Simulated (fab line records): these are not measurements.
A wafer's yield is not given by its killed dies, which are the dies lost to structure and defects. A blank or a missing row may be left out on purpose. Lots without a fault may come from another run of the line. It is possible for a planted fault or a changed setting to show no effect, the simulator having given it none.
fab line records -- flow sky130
[record] lots = 14, wafers = 42, last-day = 50
route steps=708 shown VT_ADJUST_PCH@152 SONOS_TUNNEL@162 POLY_GATE@217 POLY_CUT@318
lots untouched by any fault: they come from a run of this same line in which no faults occurred
start-h: hours from the record's opening day to when the first of the lot's shown wafers began -- wait-h: hours since the lot's step before -- " the same as in the row above -- L1.1+2: several wafers, shown together as one row -- - no value, or no start was given -- * or withheld: withheld -- < > ~ a bound
route shown NAME@n: a module of which the file shows steps, and the number in the route of the first -- usual: average and standard deviation across the fault-free wafers -- same: alike in all rows -- chamber/n: place in a boat -- sites: per-site readings -- _std_site: the standard deviation of these -- _edge_site: inner sites' mean taken away from outer sites' mean -- radius-mm: how far each site lies from the wafer's centre -- mask NAME#n: copy n -- behind: the most recent tool/chamber to have shaped the wafer -- hold: what put the lot on hold/how long, in hours/how the hold closed -- device: the n, p or np transistor that did not switch -- end of line: tests run on the same wafers once the route is complete -- where a step has no rows: the recipe by itself -- killed: dies that structure and defects cost at the first sort, which is not the same as the wafer's yield -- map: shows each die of a wafer: x if killed, . if not, _ if none is there
set.NAME: the setting that was run; set.NAME@STEP: the one run at that earlier step -- model.NAME: the simulator's own value behind a step, which no gauge read
a sample of lots followed through the steps of the route, with each step as a table and each wafer as a row
services: from which hour (start-h, from the record's first day; less than 0 if before it) a tool's chamber was out of use, for how many hours, and why
[[steps]]
[step SKY_VT_ADJUST_PCH_STRIP_09]
[recipe] chemistry = O2/N2, power-w = 1400, pressure-mtorr = 1500, platen-temp-c = withheld, o2-flow-sccm = 3000, n2-flow-sccm = 300, overash-fraction = 0.5
[usual] chamber-pressure-mTorr = 1500.0/1.5, drypump-motor-current-A = 5.4/0.34, o2-flow-sccm = 2999/9, oes-product-au = 0.723/0.0043, strip-time-to-endpoint-s = 36.92/0.085
lot.wafer,tool,chamber,start-h,wait-h,chamber-pressure-mTorr,drypump-motor-current-A,o2-flow-sccm,oes-product-au,rf-hours-counter-h,strip-time-to-endpoint-s
L407.1,plasma-asher-03,0,229.05,0.1,1502.0,5.3,2996,0.717,11,36.78
L407.2,plasma-asher-03,1,229.05,0.1,1497.6,4.8,2978,0.724,11,36.74
L407.5,plasma-asher-03,1,229.05,0.1,1502.1,4.9,3000,0.714,-,36.74
L408.2,plasma-asher-03,1,235.22,0.1,1500.3,4.8,2995,0.717,12,36.91
L408.3,plasma-asher-03,1,235.22,0.1,1499.5,4.9,2999,0.721,-,36.90
L408.5,plasma-asher-03,1,235.22,0.1,1498.5,4.8,3007,0.726,-,36.95
L409.3,plasma-asher-03,1,239.08,0.1,1501.1,4.9,2998,0.722,-,36.90
L409.5,plasma-asher-03,1,239.08,0.1,1499.8,4.9,2996,0.727,-,36.83
L409.6,plasma-asher-03,0,239.08,0.1,1498.7,5.2,2994,0.719,-,36.81
L411.1,plasma-asher-01,1,257.37,0.1,1500.0,5.5,2997,0.726,57,37.04
L411.2,plasma-asher-01,0,257.37,0.1,1500.4,5.1,2998,0.720,57,36.99
L411.5,plasma-asher-01,1,257.37,0.1,1500.5,5.4,2994,0.721,-,36.97
L412.2,plasma-asher-03,0,261.20,0.1,1501.7,5.2,3022,0.713,14,36.95
L412.5,plasma-asher-03,1,261.20,0.1,1500.6,4.8,2981,0.727,-,36.89
L412.6,plasma-asher-03,0,261.20,0.1,1502.7,5.2,3007,0.718,-,36.98
L413.1,plasma-asher-01,0,270.54,0.1,1500.8,5.1,2984,0.724,59,37.01
L413.2,plasma-asher-01,1,270.54,0.1,1498.4,5.5,2999,0.726,59,36.90
L413.3,plasma-asher-01,0,270.54,0.1,1499.3,5.1,3004,0.722,-,37.02
L414.1,plasma-asher-03,1,279.49,0.1,1503.0,4.9,3005,0.718,16,36.86
L414.5,plasma-asher-03,1,279.49,0.1,1498.1,4.8,3004,0.726,-,36.83
L414.6,plasma-asher-03,0,279.49,0.1,1501.6,5.3,3003,0.724,-,36.91
L422.1,plasma-asher-01,1,344.24,0.1,1501.6,5.5,3005,0.723,66,36.83
L422.2,plasma-asher-01,0,344.24,0.1,1502.3,5.1,2992,0.726,66,36.95
L422.5,plasma-asher-01,1,344.24,0.1,1500.1,5.5,3011,0.722,-,36.87
L423.1,plasma-asher-02,1,357.89,0.1,1502.5,5.8,3007,0.727,52,36.85
L423.3,plasma-asher-02,1,357.89,0.1,1502.0,5.8,3000,0.724,-,36.79
L423.4,plasma-asher-02,0,357.89,0.1,1499.8,5.7,2995,0.721,-,36.84
L424.2,plasma-asher-02,0,362.75,0.1,1501.0,5.7,3001,0.718,53,36.90
L424.4,plasma-asher-02,1,362.75,0.1,1499.3,5.8,3005,0.722,-,37.00
L424.5,plasma-asher-02,1,362.75,0.1,1496.7,5.8,2999,0.727,-,36.96
L426.1,plasma-asher-02,0,373.52,0.1,1501.2,5.7,3011,0.723,54,36.90
L426.3,plasma-asher-02,0,373.52,0.1,1498.6,5.7,3010,0.728,-,37.01
L426.6,plasma-asher-02,0,373.52,0.1,1500.9,5.7,3004,0.722,-,37.03
L427.2,plasma-asher-02,1,382.25,0.1,1497.1,5.8,3013,0.715,55,37.06
L427.4,plasma-asher-02,1,382.25,0.1,1497.7,5.8,3012,0.729,-,36.98
L427.6,plasma-asher-02,1,382.25,0.1,1499.8,5.8,3007,0.724,-,36.94
L428.1,plasma-asher-01,1,402.72,0.1,1500.1,5.4,3017,0.721,71,36.93
L428.3,plasma-asher-01,1,402.72,0.1,1498.3,5.4,3009,0.720,-,36.94
L428.6,plasma-asher-01,0,402.72,0.1,1500.9,5.1,2984,0.725,-,36.99
L430.1,plasma-asher-02,0,407.54,0.1,1497.8,5.7,3004,0.721,58,36.90
L430.4,plasma-asher-02,1,407.54,0.1,1498.1,5.8,3006,0.718,-,36.90
L430.5,plasma-asher-02,1,407.54,0.1,1500.2,5.8,2994,0.720,-,36.91
[step SKY_SONOS_TUNNEL_OVL_MEAS_08]
[usual] SONOS_TUNNEL_OVL = 0.3/1.7
lot.wafer,tool,chamber,start-h,wait-h,SONOS_TUNNEL_OVL[nm]
L407.1,overlay-02,-,252.19,0.1,2.3
L407.2,overlay-02,-,252.19,0.1,3.2
L407.5,overlay-02,-,252.19,0.1,0.5
L408.2,overlay-02,-,258.44,0.1,3.1
L408.3,overlay-02,-,258.44,0.1,1.5
L408.5,overlay-02,-,258.44,0.1,1.9
L409.3,overlay-01,-,263.57,0.1,0.4
L409.5,overlay-01,-,263.57,0.1,-1.5
L409.6,overlay-01,-,263.57,0.1,0.9
L411.1,overlay-02,-,282.24,0.1,-1.5
L411.2,overlay-02,-,282.24,0.1,-1.9
L411.5,overlay-02,-,282.24,0.1,-1.5
L412.2,overlay-01,-,286.86,0.1,-1.3
L412.5,overlay-01,-,286.86,0.1,0.2
L412.6,overlay-01,-,286.86,0.1,-1.6
L413.1,overlay-01,-,295.79,0.1,-1.4
L413.2,overlay-01,-,295.79,0.1,-1.3
L413.3,overlay-01,-,295.79,0.1,0.0
L414.1,overlay-01,-,304.94,0.1,-2.3
L414.5,overlay-01,-,304.94,0.1,-1.2
L414.6,overlay-01,-,304.94,0.1,-2.0
L422.1,overlay-01,-,372.49,0.1,-0.8
L422.2,overlay-01,-,372.49,0.1,0.1
L422.5,overlay-01,-,372.49,0.1,0.2
L423.1,overlay-01,-,385.69,0.1,-0.6
L423.3,overlay-01,-,385.69,0.1,-0.2
L423.4,overlay-01,-,385.69,0.1,-2.0
L424.2,overlay-01,-,390.66,0.1,-2.1
L424.4,overlay-01,-,390.66,0.1,-1.4
L424.5,overlay-01,-,390.66,0.1,-2.8
L426.1,overlay-01,-,402.30,0.1,-0.1
L426.3,overlay-01,-,402.30,0.1,0.6
L426.6,overlay-01,-,402.30,0.1,0.4
L427.2,overlay-01,-,411.64,0.1,-0.4
L427.4,overlay-01,-,411.64,0.1,-0.8
L427.6,overlay-01,-,411.64,0.1,-1.3
L428.1,overlay-02,-,433.25,0.1,2.0
L428.3,overlay-02,-,433.25,0.1,2.0
L428.6,overlay-02,-,433.25,0.1,3.0
L430.1,overlay-02,-,438.13,0.1,2.6
L430.4,overlay-02,-,438.13,0.1,2.8
L430.5,overlay-02,-,438.13,0.1,2.6
[step SKY_SONOS_TUNNEL_TW_MEAS_12]
[usual] SONOS_TUNNEL_TW = 197.5/1.7
lot.wafer,tool,chamber,start-h,wait-h,SONOS_TUNNEL_TW
L407.1,film-metro-02,-,252.65,0.0,197.4
L407.2,film-metro-02,-,252.65,0.0,196.8
L407.5,film-metro-02,-,252.65,0.0,198.1
L408.2,film-metro-04,-,258.89,0.0,196.0
L408.3,film-metro-04,-,258.89,0.0,193.8
L408.5,film-metro-04,-,258.89,0.0,195.2
L409.3,film-metro-02,-,264.02,0.0,199.0
L409.5,film-metro-02,-,264.02,0.0,198.5
L409.6,film-metro-02,-,264.02,0.0,198.6
L411.1,film-metro-02,-,282.69,0.0,199.6
L411.2,film-metro-02,-,282.69,0.0,198.5
L411.5,film-metro-02,-,282.69,0.0,198.8
L412.2,film-metro-03,-,287.31,0.0,196.6
L412.5,film-metro-03,-,287.31,0.0,198.0
L412.6,film-metro-03,-,287.31,0.0,197.1
L413.1,film-metro-02,-,296.24,0.0,198.2
L413.2,film-metro-02,-,296.24,0.0,198.5
L413.3,film-metro-02,-,296.24,0.0,198.8
L414.1,film-metro-04,-,305.40,0.0,193.2
L414.5,film-metro-04,-,305.40,0.0,194.7
L414.6,film-metro-04,-,305.40,0.0,193.3
L422.1,film-metro-03,-,372.99,0.0,196.7
L422.2,film-metro-03,-,372.99,0.0,197.9
L422.5,film-metro-03,-,372.99,0.0,196.3
L423.1,film-metro-02,-,386.13,0.0,198.9
L423.3,film-metro-02,-,386.13,0.0,197.8
L423.4,film-metro-02,-,386.13,0.0,198.2
L424.2,film-metro-02,-,391.13,0.0,197.6
L424.4,film-metro-02,-,391.13,0.0,199.3
L424.5,film-metro-02,-,391.13,0.0,198.8
L426.1,film-metro-02,-,402.75,0.0,198.4
L426.3,film-metro-02,-,402.75,0.0,198.4
L426.6,film-metro-02,-,402.75,0.0,199.0
L427.2,film-metro-02,-,412.10,0.0,198.9
L427.4,film-metro-02,-,412.10,0.0,199.5
L427.6,film-metro-02,-,412.10,0.0,199.1
L428.1,film-metro-04,-,433.71,0.0,194.4
L428.3,film-metro-04,-,433.71,0.0,193.6
L428.6,film-metro-04,-,433.71,0.0,195.2
L430.1,film-metro-02,-,438.62,0.0,197.7
L430.4,film-metro-02,-,438.62,0.0,196.7
L430.5,film-metro-02,-,438.62,0.0,197.0
[step SKY_POLY_GATE_CVD_03]
[recipe] material = Si3N4, precursor = DCS/NH3, target-thk-nm = 75, temp-c = 770, time-s = 1290, pressure-mtorr = 250
[usual] spike-tc-bottom-C = 788.7/0.98
lot.wafer,tool,chamber,start-h,wait-h,spike-tc-bottom-C
L407.1,lpcvd-02,1,341.89,0.0,788.8
L407.2,lpcvd-02,1,341.89,0.0,789.9
L407.5,lpcvd-02,1,341.89,0.0,788.4
L408.2,lpcvd-02,0,350.73,2.4,789.3
L408.3,lpcvd-02,0,350.73,2.4,788.4
L408.5,lpcvd-02,0,350.73,2.4,790.4
L409.3,lpcvd-02,0,355.08,2.6,788.6
L409.5,lpcvd-02,0,355.08,2.6,787.2
L409.6,lpcvd-02,0,355.08,2.6,786.9
L411.1,lpcvd-02,1,378.78,0.0,789.4
L411.2,lpcvd-02,1,378.78,0.0,788.8
L411.5,lpcvd-02,1,378.78,0.0,787.3
L412.2,lpcvd-02,1,380.14,0.4,790.0
L412.5,lpcvd-02,1,380.14,0.4,788.4
L412.6,lpcvd-02,1,380.14,0.4,788.4
L413.1,lpcvd-02,0,390.84,0.3,789.1
L413.2,lpcvd-02,0,390.84,0.3,787.4
L413.3,lpcvd-02,0,390.84,0.3,788.5
L414.1,lpcvd-02,0,401.26,1.3,789.6
L414.5,lpcvd-02,0,401.26,1.3,787.8
L414.6,lpcvd-02,0,401.26,1.3,788.1
L422.1,lpcvd-02,1,473.68,0.0,789.5
L422.2,lpcvd-02,1,473.68,0.0,788.8
L422.5,lpcvd-02,1,473.68,0.0,788.9
L423.1,lpcvd-02,0,489.82,0.0,788.5
L423.3,lpcvd-02,0,489.82,0.0,789.0
L423.4,lpcvd-02,0,489.82,0.0,787.9
L424.2,lpcvd-02,0,494.65,1.1,787.7
L424.4,lpcvd-02,0,494.65,1.1,790.0
L424.5,lpcvd-02,0,494.65,1.1,788.8
L426.1,lpcvd-02,0,505.44,0.0,788.7
L426.3,lpcvd-02,0,505.44,0.0,787.1
L426.6,lpcvd-02,0,505.44,0.0,789.2
L427.2,lpcvd-02,0,518.29,0.0,789.1
L427.4,lpcvd-02,0,518.29,0.0,787.9
L427.6,lpcvd-02,0,518.29,0.0,786.7
L428.1,lpcvd-02,0,542.67,0.9,788.5
L428.3,lpcvd-02,0,542.67,0.9,787.8
L428.6,lpcvd-02,0,542.67,0.9,787.7
L430.1,lpcvd-02,0,542.67,0.0,789.0
L430.4,lpcvd-02,0,542.67,0.0,789.6
L430.5,lpcvd-02,0,542.67,0.0,788.4
[step SKY_POLY_GATE_THK_MEAS_04]
[recipe] reads = Si3N4_of_POLY_GATE_CVD_03
[usual] POLY_GATE_CVD_03_THK = 75.2/0.71
lot.wafer,tool,chamber,start-h,wait-h,POLY_GATE_CVD_03_THK[nm]
L407.1,film-metro-02,-,343.25,0.0,74.0
L407.2,film-metro-02,-,343.25,0.0,75.0
L407.5,film-metro-02,-,343.25,0.0,74.7
L408.2,film-metro-04,-,352.10,0.0,74.9
L408.3,film-metro-04,-,352.10,0.0,75.6
L408.5,film-metro-04,-,352.10,0.0,75.3
L409.3,film-metro-04,-,356.46,0.0,74.8
L409.5,film-metro-04,-,356.46,0.0,74.8
L409.6,film-metro-04,-,356.46,0.0,75.3
L411.1,film-metro-02,-,380.14,0.0,74.4
L411.2,film-metro-02,-,380.14,0.0,74.7
L411.5,film-metro-02,-,380.14,0.0,74.1
L412.2,film-metro-02,-,381.51,0.0,75.3
L412.5,film-metro-02,-,381.51,0.0,75.4
L412.6,film-metro-02,-,381.51,0.0,75.1
L413.1,film-metro-04,-,392.20,0.0,38.8
L413.2,film-metro-04,-,392.20,0.0,39.6
L413.3,film-metro-04,-,392.20,0.0,39.1
L414.1,film-metro-04,-,402.62,0.0,39.3
L414.5,film-metro-04,-,402.62,0.0,39.1
L414.6,film-metro-04,-,402.62,0.0,39.6
L422.1,film-metro-02,-,475.04,0.0,75.3
L422.2,film-metro-02,-,475.04,0.0,76.0
L422.5,film-metro-02,-,475.04,0.0,76.0
L423.1,film-metro-02,-,491.18,0.0,74.9
L423.3,film-metro-02,-,491.18,0.0,75.1
L423.4,film-metro-02,-,491.18,0.0,75.1
L424.2,film-metro-04,-,496.70,0.0,75.3
L424.4,film-metro-04,-,496.70,0.0,75.4
L424.5,film-metro-04,-,496.70,0.0,75.2
L426.1,film-metro-04,-,506.80,0.0,76.4
L426.3,film-metro-04,-,506.80,0.0,76.2
L426.6,film-metro-04,-,506.80,0.0,76.6
L427.2,film-metro-02,-,519.66,0.0,74.5
L427.4,film-metro-02,-,519.66,0.0,74.4
L427.6,film-metro-02,-,519.66,0.0,74.3
L428.1,film-metro-04,-,544.03,0.0,74.1
L428.3,film-metro-04,-,544.03,0.0,74.1
L428.6,film-metro-04,-,544.03,0.0,74.1
L430.1,film-metro-02,-,544.03,0.0,76.6
L430.4,film-metro-02,-,544.03,0.0,75.4
L430.5,film-metro-02,-,544.03,0.0,76.5
[step SKY_POLY_GATE_ETCH_16]
[recipe] stop-on = poly-Si, chemistry = CH3F/O2, target = Si3N4, source-w = 400, bias-w = 80, pressure-mtorr = 25, ch3f-flow-sccm = 40, O2_flow_sccm = 30, time-s = 147.5, target-depth-a = 750
[usual] ch3f-flow-sccm = 39.97/0.12, chamber-pressure-mTorr = 24.998/0.024, drypump-motor-current-A = 5.7/0.45, oes-product-au = 0.641/0.0052, throttle-valve-pct = 10.536/0.0091
lot.wafer,tool,chamber,start-h,wait-h,ch3f-flow-sccm,chamber-pressure-mTorr,drypump-motor-current-A,oes-product-au,rf-hours-counter-h,throttle-valve-pct
L407.1,rie-diel-03,3,370.96,0.0,40.08,24.995,6.0,0.632,101,10.532
L407.2,rie-diel-03,0,370.96,0.0,39.96,24.994,5.0,0.640,16,10.531
L407.5,rie-diel-03,2,370.96,0.0,40.00,24.966,5.8,0.649,-,10.545
L408.2,rie-diel-01,1,380.37,0.0,40.14,25.032,5.9,0.636,70,10.527
L408.3,rie-diel-01,0,380.37,0.0,39.80,24.988,4.9,0.644,46,10.531
L408.5,rie-diel-01,1,380.37,0.0,39.92,24.959,5.9,0.638,-,10.543
L409.3,rie-diel-03,3,384.31,0.0,39.85,24.953,6.0,0.636,101,10.534
L409.5,rie-diel-03,3,384.31,0.0,39.73,25.028,6.0,0.631,-,10.549
L409.6,rie-diel-03,1,384.31,0.0,39.93,24.997,5.6,0.641,-,10.515
L411.1,rie-diel-02,2,409.75,0.0,40.10,24.980,5.2,0.636,82,10.529
L411.2,rie-diel-02,3,409.75,0.0,39.79,24.996,5.9,0.638,95,10.540
L411.5,rie-diel-02,3,409.75,0.0,39.88,24.962,5.9,0.636,-,10.539
L412.2,rie-diel-03,1,411.05,0.0,39.91,24.982,5.6,0.636,3,10.536
L412.5,rie-diel-03,2,411.05,0.0,40.06,24.994,5.7,0.637,-,10.525
L412.6,rie-diel-03,1,411.05,0.0,39.97,25.058,5.6,0.644,-,10.552
L413.1,rie-diel-01,0,422.25,0.0,39.89,25.007,4.9,0.515,46,10.536
L413.2,rie-diel-01,1,422.25,0.0,40.01,25.010,5.9,0.520,71,10.520
L413.3,rie-diel-01,3,422.25,0.0,40.03,24.973,6.5,0.509,6,10.517
L414.1,rie-diel-01,1,433.11,0.0,40.00,25.012,5.9,0.518,72,10.524
L414.5,rie-diel-01,0,433.11,0.0,40.00,24.955,4.9,0.519,-,10.528
L414.6,rie-diel-01,1,433.11,0.0,39.90,24.992,5.9,0.518,-,10.516
L422.1,rie-diel-01,3,506.27,0.0,39.92,25.021,6.5,0.644,7,10.553
L422.2,rie-diel-01,1,506.27,0.0,39.77,24.961,5.9,0.642,73,10.528
L422.5,rie-diel-01,0,506.27,0.0,40.14,24.951,4.9,0.651,-,10.533
L423.1,rie-diel-03,0,521.86,0.0,39.85,24.966,5.0,0.636,18,10.552
L423.3,rie-diel-03,1,521.86,0.0,40.13,24.998,5.6,0.650,4,10.548
L423.4,rie-diel-03,3,521.86,0.0,39.90,24.990,6.1,0.641,1,10.547
L424.2,rie-diel-03,0,527.41,0.0,40.05,25.022,4.9,0.643,18,10.542
L424.4,rie-diel-03,2,527.41,0.0,40.14,24.997,5.7,0.635,6,10.540
L424.5,rie-diel-03,2,527.41,0.0,39.91,25.007,5.8,0.645,-,10.535
L426.1,rie-diel-02,0,536.91,0.0,40.08,25.013,6.1,0.643,5,10.536
L426.3,rie-diel-02,2,536.91,0.0,40.13,24.987,5.2,0.648,85,10.534
L426.6,rie-diel-02,0,536.91,0.0,39.98,25.009,6.0,0.646,-,10.534
L427.2,rie-diel-01,1,549.20,0.0,40.02,24.955,5.9,0.640,74,10.544
L427.4,rie-diel-01,0,549.20,0.0,40.06,25.024,5.0,0.635,49,10.525
L427.6,rie-diel-01,3,549.20,0.0,39.95,25.047,6.5,0.642,-,10.548
L428.1,rie-diel-01,3,574.16,0.0,40.04,25.003,6.5,0.634,9,10.541
L428.3,rie-diel-01,0,574.16,0.0,40.01,24.999,4.9,0.642,50,10.522
L428.6,rie-diel-01,0,574.16,0.0,40.15,25.028,4.9,0.640,-,10.550
L430.1,rie-diel-03,1,574.25,0.0,39.86,25.037,5.6,0.650,6,10.557
L430.4,rie-diel-03,3,574.25,0.0,40.02,25.010,6.0,0.647,2,10.526
L430.5,rie-diel-03,1,574.25,0.0,39.85,24.960,5.5,0.641,-,10.537
[step SKY_POLY_CUT_ETCH_11]
[recipe] target = Si3N4, chemistry = CF4/CH2F2/Ar, stop-on = poly-Si, source-w = 600, bias-w = 150, pressure-mtorr = 40, cf4-flow-sccm = 40, ch2f2-flow-sccm = 20, Ar_flow_sccm = 150, time-s = 42.5, target-depth-a = 600
[usual] chamber-pressure-mTorr = 40.00/0.032, drypump-motor-current-A = 5.8/0.42, mfc-ar-sccm = 150.0/0.47, oes-product-au = 0.830/0.0065, throttle-valve-pct = 14.994/0.0091
lot.wafer,tool,chamber,start-h,wait-h,chamber-pressure-mTorr,drypump-motor-current-A,mfc-ar-sccm,oes-product-au,rf-hours-counter-h,throttle-valve-pct
L407.1,rie-diel-02,3,556.35,0.0,39.97,5.9,150.3,0.826,1,14.992
L407.2,rie-diel-02,0,556.35,0.0,39.99,6.0,150.4,0.823,5,14.981
L407.5,rie-diel-02,0,556.35,0.0,40.04,6.0,150.0,0.823,-,15.000
L408.2,rie-diel-01,2,566.52,0.0,40.01,5.5,149.4,0.830,8,14.993
L408.3,rie-diel-01,0,566.52,0.0,39.98,4.9,149.5,0.835,50,14.984
L408.5,rie-diel-01,0,566.52,0.0,39.94,4.9,149.4,0.828,-,14.989
L409.3,rie-diel-02,2,569.25,0.0,39.97,5.2,150.1,0.824,0,14.990
L409.5,rie-diel-02,3,569.25,0.0,39.97,5.9,149.5,0.822,-,14.993
L409.6,rie-diel-02,2,569.25,0.0,40.03,5.2,150.5,0.833,-,14.978
L411.1,rie-diel-01,1,598.83,0.0,39.99,5.9,149.8,0.825,75,15.000
L411.2,rie-diel-01,3,598.83,0.0,39.99,6.6,150.8,0.834,9,14.995
L411.5,rie-diel-01,2,598.83,0.0,40.03,5.5,150.1,0.825,-,14.995
L412.2,rie-diel-04,0,600.02,0.0,40.01,5.8,149.3,0.833,39,14.989
L412.5,rie-diel-04,3,600.02,0.0,39.96,5.6,150.0,0.831,-,14.998
L412.6,rie-diel-04,0,600.02,0.0,39.99,5.8,149.3,0.836,-,14.989
L413.1,rie-diel-01,2,607.75,0.0,40.05,5.5,150.3,0.613,9,14.979
L413.2,rie-diel-01,3,607.75,0.0,39.99,6.6,150.5,0.615,10,14.980
L413.3,rie-diel-01,0,607.75,0.0,40.02,5.0,149.8,0.617,50,14.985
L414.1,rie-diel-02,2,619.05,0.0,39.97,5.2,149.9,0.610,2,14.969
L414.5,rie-diel-02,0,619.05,0.0,40.02,6.0,150.1,0.611,-,14.982
L414.6,rie-diel-02,3,619.05,0.0,40.04,5.9,149.4,0.608,-,14.958
L422.1,rie-diel-01,2,687.43,0.0,40.04,5.5,149.2,0.833,11,15.007
L422.2,rie-diel-01,1,687.43,0.0,39.94,6.0,150.4,0.822,2,14.987
L422.5,rie-diel-01,1,687.43,0.0,40.02,5.9,150.5,0.831,-,14.997
L423.1,rie-diel-01,2,705.86,0.0,40.02,5.6,149.5,0.835,12,14.999
L423.3,rie-diel-01,1,705.86,0.0,40.00,5.9,149.7,0.827,2,14.993
L423.4,rie-diel-01,2,705.86,0.0,40.03,5.6,149.7,0.832,-,15.000
L424.2,rie-diel-02,3,706.38,0.0,40.07,5.9,150.6,0.826,5,15.000
L424.4,rie-diel-02,1,706.38,0.0,39.98,5.7,150.6,0.833,4,14.997
L424.5,rie-diel-02,1,706.38,0.0,39.99,5.7,150.4,0.826,-,14.986
L426.1,rie-diel-04,3,716.86,0.0,40.01,5.7,149.8,0.841,4,14.985
L426.3,rie-diel-04,0,716.86,0.0,39.99,5.8,149.7,0.839,42,14.984
L426.6,rie-diel-04,3,716.86,0.0,39.99,5.6,150.3,0.842,-,15.011
L427.2,rie-diel-02,1,725.63,0.0,39.99,5.7,150.4,0.830,5,14.969
L427.4,rie-diel-02,2,725.63,0.0,40.06,5.2,150.3,0.833,4,14.992
L427.6,rie-diel-02,0,725.63,0.0,40.01,6.1,150.3,0.829,-,14.986
L430.1,rie-diel-02,2,748.73,0.0,40.01,5.2,149.5,0.840,5,15.000
L430.4,rie-diel-02,3,748.73,0.0,40.05,5.9,150.0,0.831,6,15.005
L430.5,rie-diel-02,0,748.73,0.0,40.04,6.0,150.1,0.829,-,15.004
L428.1,rie-diel-02,0,750.31,0.0,39.99,6.0,149.9,0.822,10,14.997
L428.3,rie-diel-02,2,750.31,0.0,40.01,5.2,149.6,0.829,5,14.980
L428.6,rie-diel-02,1,750.31,0.0,40.01,5.7,150.5,0.825,-,14.999
[[services]]
tool,chamber,start-h,hours,kind
rie-diel-01,-,231.72,0.5,repair
rie-diel-02,1,234.50,4.6,repair
rie-diel-01,1,254.66,8.7,repair
lpcvd-02,-,293.91,2.8,pm
rie-diel-02,1,301.24,2.5,repair
rie-diel-01,-,342.17,2.8,pm
lpcvd-02,-,357.80,4.3,pm
rie-diel-02,1,420.90,1.6,repair
lpcvd-02,-,432.98,6.0,pm
lpcvd-02,-,439.03,1.8,repair
lpcvd-02,-,441.28,1.0,repair
rie-diel-02,3,460.67,15.2,repair
rie-diel-02,0,465.59,2.8,repair
rie-diel-01,2,482.58,5.2,repair
rie-diel-02,2,507.70,9.4,repair
rie-diel-01,3,528.62,2.4,repair
lpcvd-02,-,539.76,1.8,repair
rie-diel-01,-,571.97,0.3,repair
rie-diel-01,-,574.66,4.3,pm
rie-diel-01,0,581.80,20.7,repair
lpcvd-02,-,622.19,0.8,repair
rie-diel-01,-,641.12,1.2,repair
rie-diel-01,0,686.85,5.6,repair
rie-diel-01,3,701.45,48.5,repair
[[key]]
[first-sign] step = SKY_POLY_GATE_THK_MEAS_04, reading = POLY_GATE_CVD_03_THK, direction = down, sigmas = 51, usual = 75.2, struck = 39.2
[effect] step = SKY_POLY_GATE_ETCH_16, reading = oes-product-au, direction = down, sigmas = 24, usual = 0.641, struck = 0.516
[effect] step = SKY_POLY_CUT_ETCH_11, reading = oes-product-au, direction = down, sigmas = 34, usual = 0.830, struck = 0.612
met-at SKY_POLY_GATE_CVD_03
struck-lots L413,L414
struck-wafers L413.1,L413.2,L413.3,L414.1,L414.5,L414.6
sort-left-out L414.1,L414.5,L414.6
tester-left-out L413,L414
not-acting-at SKY_VT_ADJUST_PCH_STRIP_09,SKY_SONOS_TUNNEL_OVL_MEAS_08,SKY_SONOS_TUNNEL_TW_MEAS_12
onset-between 355.08 390.84
[fault] kind = process-parameter-drift, tool = lpcvd-02, chamber = 0, onset-h = 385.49, steps = SKY_POLY_GATE_CVD_03, channel = target-thk-nm, offset = -35.409, shape = step, end-h = 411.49, acts-in = these-recipes-only, stated = 75
// tester-left-out: of these lots the tester's yield and bins aren't shown, on N5 and GAA mostly nor the transistor test; their killed dies are dies lost to structure and defects alone, not to doping, threshold or leakage, so they don't give the yield
// sort-left-out: the simulated sort isn't trusted on such a fault, so these wafers' sort isn't shown, and their yield isn't known
